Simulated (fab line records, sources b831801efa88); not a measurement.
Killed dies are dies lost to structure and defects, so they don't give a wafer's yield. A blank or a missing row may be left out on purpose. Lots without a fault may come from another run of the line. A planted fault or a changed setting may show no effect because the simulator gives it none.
A struck lot beside a sound one | flow sky130 | 25 steps out of a route of 708
Sound: wafers L216.1, L216.4, L216.5. Struck: wafers L228.1, L228.3, L228.4. The cause comes at the end.
At each step with rows: each side's tool, then ch and its chambers, then its first start. Under that, the readings that differ: sound wafers | struck wafers | difference of the means | sigmas: that difference in standard deviations of wafers without a fault.
alike: readings whose means differ by less than 2 such deviations, and words and numbers that are the same on both sides. not compared: withheld readings, readings that some wafer has no value for, bounds like >300 that may hide the same value, and numbers for which the record gives no deviation and whose values overlap.
The two part at a step that has a row with sigmas, a row that says differs or no value, or rows on one side only. Numbers that don't overlap but have no deviation are shown without sigmas and don't part them. A reading that every wafer of one side lacks parts them only if that side has two wafers or more.

SKY_CONTACT_THK_MEAS_26: measures by xrf.
  sound on film_metro-04, day 31 16:03; struck on film_metro-01, day 35 13:25
  alike: CONTACT_W_THK
SKY_CONTACT_CMP_27: polishes, stops on SiO2, t overpolish 15 s, target thk 0 nm.
  sound on cmp-02 ch 2,3, day 31 16:07; struck on cmp-02 ch 0,1,3, day 35 13:29
  alike: motor_current_A, overpolish_run_s, platen_rpm, retaining_ring_pressure_frac, slurry_filter_dp_kPa, time_to_endpoint_s
SKY_METAL1_SPUTTER_00: material Ti, target thk 15 nm, time 10 s.
  sound on pvd_sputter-02, day 31 16:25; struck on pvd_sputter-01, day 35 13:47
  alike: throttle_valve_pct
SKY_METAL1_SPUTTER_01: material TiN, target thk 20 nm, time 16.7 s.
  sound on pvd_sputter-02, day 31 16:26; struck on pvd_sputter-01, day 35 13:49
  alike: throttle_valve_pct
SKY_METAL1_SPUTTER_02: material AlCu, target thk 250 nm, time 13.3 s.
  sound on pvd_sputter-02, day 31 16:28; struck on pvd_sputter-01, day 35 13:50
  alike: throttle_valve_pct
SKY_METAL1_SPUTTER_03: material Ti, target thk 5 nm, time 3.3 s.
  sound on pvd_sputter-02, day 31 16:29; struck on pvd_sputter-01, day 35 13:52
  alike: throttle_valve_pct
then, 1 step without rows for these wafers: SKY_METAL1_SPUTTER_04 (material TiN, target thk 70 nm, time 58.3 s).
SKY_METAL1_RS_MEAS_05: measures by four-point-probe.
  sound on film_metro-01, day 31 16:33; struck on film_metro-01, day 35 13:55
  alike: METAL1_ALCU_RS
SKY_METAL1_THK_MEAS_06: measures by xrf.
  sound on film_metro-01, day 31 16:40; struck on film_metro-01, day 35 14:02
  alike: METAL1_ALCU_THK
then, 3 steps without rows for these wafers: SKY_METAL1_DEHYDRATE_07 (time 60 s); SKY_METAL1_HMDS_08 (prime time 60 s); SKY_METAL1_COAT_09 (resist thk 60 nm).
SKY_METAL1_COAT_10: resist thk 450 nm.
  sound on litho_track-02 ch 0, day 32 05:00; struck on litho_track-02 ch 0, day 36 02:00
  reading                                       | sound                | struck               | difference | sigmas
  spin_speed_rpm (rpm)                          | 3000.7 2997.3 3001.6 | 2752.2 2748.4 2748.4 | -250.2     | -99 or more
  model.KrF-thick_of_METAL1_COAT_10.thk_nm (nm) | 450.7 451.5 451.9    | 468.8 470.9 468.8    | +18.1      |
  alike: dispense_pressure_kPa
then, 4 steps without rows for these wafers: SKY_METAL1_SOFTBAKE_11 (time 90 s); SKY_METAL1_EXPOSE_12 (exposes mask MM1, target cd 140 nm); SKY_METAL1_PEB_13; SKY_METAL1_DEVELOP_14 (develop time 60 s).
SKY_METAL1_CD_MEAS_15: target cd 140 nm.
  sound on cd_sem-02, day 32 19:26; struck on cd_sem-02, day 36 15:39
  alike: cd_nm
SKY_METAL1_OVL_MEAS_16:
  sound on overlay-02, day 32 19:34; struck on overlay-02, day 36 15:46
  alike: METAL1_OVL
then, 2 steps without rows for these wafers: SKY_METAL1_DESCUM_17 (chemistry O2, time 8 s); SKY_METAL1_ETCH_18 (etches BARC in N2/H2, stops on SiO2, time 45.9 s, target depth 60 nm).
SKY_METAL1_METAL_ETCH_19: etches the open film in Cl2/BCl3, stops on SiO2, target depth 360 nm, time 78 s.
  sound on rie_metal-02 ch 0,1, day 32 19:41; struck on rie_metal-01 ch 0,1, day 36 15:54
  alike: drypump_motor_current_A, oes_product_au, throttle_valve_pct
  not compared: rf_hours_counter_h, model.KrF-thick_of_METAL1_COAT_10.thk_nm
SKY_METAL1_STRIP_20: strips in O2/N2.
  sound on plasma_asher-02 ch 0, day 32 19:47; struck on plasma_asher-03 ch 0,1, day 36 15:59
  alike: drypump_motor_current_A, oes_product_au, strip_time_to_endpoint_s
  not compared: rf_hours_counter_h
then, 1 step without rows for these wafers: SKY_METAL1_STRIP_21 (strips in post etch residue remover, time 1200 s).
-- the record jumps here: 12 days lie between the struck wafers' starts before and after (it left off in module METAL1 and takes up again in module PAD_OPEN, whose first step shown is number 708 of the route) --
SKY_PAD_OPEN_PROBE_99:
  sound on prober-02, day 45 21:31; struck on prober-02, day 48 19:58
  alike: defect_limited_yield, killed_at_M0_to_M3, killed_at_M4_up, killed_at_contacts, killed_at_front_end, killed_dies, killed_open, killed_short, sort_bin_3_pad_short, sort_bin_5_function, sort_bin_6_memory, sort_n_pass, sort_yield_pct

WHERE THEY PART
Only at SKY_METAL1_COAT_10, within this record. Later steps at which nothing parts them and some readings are alike: SKY_METAL1_CD_MEAS_15, SKY_METAL1_OVL_MEAS_16, SKY_METAL1_METAL_ETCH_19, SKY_METAL1_STRIP_20, SKY_PAD_OPEN_PROBE_99.

WHY: what the simulator had put in
Process parameter drift: litho_track-02, from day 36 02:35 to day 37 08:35, at SKY_METAL1_COAT_10. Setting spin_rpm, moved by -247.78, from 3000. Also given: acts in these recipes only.
